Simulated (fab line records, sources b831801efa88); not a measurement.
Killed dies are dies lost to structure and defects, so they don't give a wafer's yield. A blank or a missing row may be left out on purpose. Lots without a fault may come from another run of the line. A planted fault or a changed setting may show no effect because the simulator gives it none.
Chamber matching | flow sky130 | SKY_VIA4_HDPCVD_00 on hdpcvd-01: 3 sister chambers
The step deposits SiO2, target thk 1750 nm, time 291.7 s. 3 wafers are shown with their chamber, then 7 later ones without.

WAFERS WITH THEIR CHAMBER
wafer  | chamber | pressure_mtorr (mTorr)
L510.5 | 2       | 6.022
L512.1 | 1       | 5.981
L512.3 | 0       | 6.023

WAFERS WITHOUT THEIR CHAMBER
wafer  | pressure_mtorr (mTorr)
L512.5 | 6.006
L511.1 | 6.004
L511.2 | 6.007
L511.6 | 6.000
L514.1 | 6.012
L514.3 | 5.999
L514.6 | 6.009

WHICH CHAMBER EACH WENT THROUGH
wafer  | from the rows above          | in truth
L512.5 | can't be placed: 2 or 0 or 1 | 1
L511.1 | can't be placed: 2 or 0 or 1 | 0
L511.2 | can't be placed: 2 or 0 or 1 | 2
L511.6 | can't be placed: 1 or 2 or 0 | 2
L514.1 | can't be placed: 2 or 0 or 1 | 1
L514.3 | can't be placed: 1 or 2 or 0 | 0
L514.6 | can't be placed: 2 or 0 or 1 | 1
Placed correctly: 0 of 7. Can't be placed from these rows: 7 (the true chamber is among the candidates in 7). Placed wrongly: 0.
How it was worked out, from the rows above alone: a wafer's distance from a chamber is the root of the sum, over the readings, of the square of ((its reading less the chamber's mean) divided by the reading's scatter). The wafer belongs to the nearest chamber; if the next one is less than 2 further off, it can't be placed. A chamber's mean is the mean of its shown wafers. The scatter: with one shown wafer a chamber, the root of the mean of the squares of how far each hidden wafer lies from its nearest shown one.
